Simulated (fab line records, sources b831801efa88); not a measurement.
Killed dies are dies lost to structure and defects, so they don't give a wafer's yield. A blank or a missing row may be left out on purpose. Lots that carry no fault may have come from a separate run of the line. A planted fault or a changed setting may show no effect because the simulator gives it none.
Comparing a struck lot with a sound one || flow gf180mcu || 14 out of 602 route steps
Sound: the wafers L483.1, L483.4, L483.6. The struck wafers were L496.1, L496.2, L496.6. Last of all comes the cause.
Order at every step that has rows: each side's tool, ch and its chambers, its first start. Under that, the readings that differ: sound wafers || struck wafers || difference of the means || sigmas: that difference in standard deviations of wafers without a fault.
alike: a reading whose means differ by less than 2 such deviations, as well as words and numbers matching on both sides. not compared: withheld readings; readings where some wafer has no value; bounds like >300 that might hide an equal value; numbers whose values overlap and for which the record gives no deviation.
The two part at a step that has a row with sigmas, a row that says differs or no value, or rows on one side only. Numbers that don't overlap but have no deviation are shown without sigmas and don't part them. Lack of a reading on every wafer of one side parts them only where that side has two or more wafers.

GF_V3_THK_MEAS_01:
  struck on film_metro-03, day 25 22:17; sound on film_metro-03, day 21 09:22
  alike: V3_CVD_00_THK
GF_V3_CVD_02: deposits SiO2 from TEOS, target thk 850 nm, time 94.851 s.
  sound on pecvd-01 ch 0,1,2, day 21 09:26; struck on pecvd-04 ch 1,2, day 25 22:20
  alike: heater_power_w
GF_V3_THK_MEAS_03:
  struck on film_metro-02, day 25 22:25; sound on film_metro-02, day 21 09:30
  alike: V3_CVD_02_THK
GF_V3_CMP_04: polishes SiO2.
  sound on cmp-02 ch 0,1, day 21 09:34; struck on cmp-02 ch 1,2,3, day 25 22:28
  alike: head_pressure_psi, motor_current_A, slurry_filter_dp_kPa, time_to_endpoint_s
GF_V3_BOW_MEAS_05:
  struck on film_metro-04, day 25 22:46; sound on film_metro-03, day 21 09:52
{"reading": "V3_BOW (um)", "sound": "138 130 137", "struck": "113 117 113", "difference": -21, "sigmas": -2}
then, 7 steps without rows for these wafers: GF_V3_DEHYDRATE_06 (time 60 s); GF_V3_HMDS_07 (prime time 60 s); GF_V3_COAT_08; GF_V3_COAT_09 (resist thk 1000 nm); GF_V3_SOFTBAKE_10 (time 60 s); GF_V3_EXPOSE_11 (exposes mask Via3, target cd 260 nm); GF_V3_PEB_12 (peb time 90 s).
GF_V3_DEVELOP_13: develop time 60 s.
  sound on litho_track-01 ch 0, day 22 09:13; struck on litho_track-02, day 26 19:41
  no value came back on the struck wafers for chill_plate_temp_C (C), develop_time_s (s); on the sound wafers chill_plate_temp_C (C) reads 23.08 23.12 23.12
{"reading": "model.KrF_of_V3_COAT_09.thk_nm (nm)", "sound": "987.6 988.2 988.1", "struck": "1003 1003 999.9", "difference": "+14", "sigmas": ""}
GF_V3_CD_MEAS_14: target cd 260 nm.
  struck on cd_sem-01, day 26 19:50; sound on cd_sem-02, day 22 09:22
{"reading": "cd_nm (nm)", "sound": "259.6 260.4 259.0", "struck": "- - -", "difference": "no value on the struck wafers", "sigmas": ""}

== WHERE THEY PART ==
Last at GF_V3_CD_MEAS_14 as far as this record goes, first at GF_V3_BOW_MEAS_05.

WHY: the cause the simulator had injected
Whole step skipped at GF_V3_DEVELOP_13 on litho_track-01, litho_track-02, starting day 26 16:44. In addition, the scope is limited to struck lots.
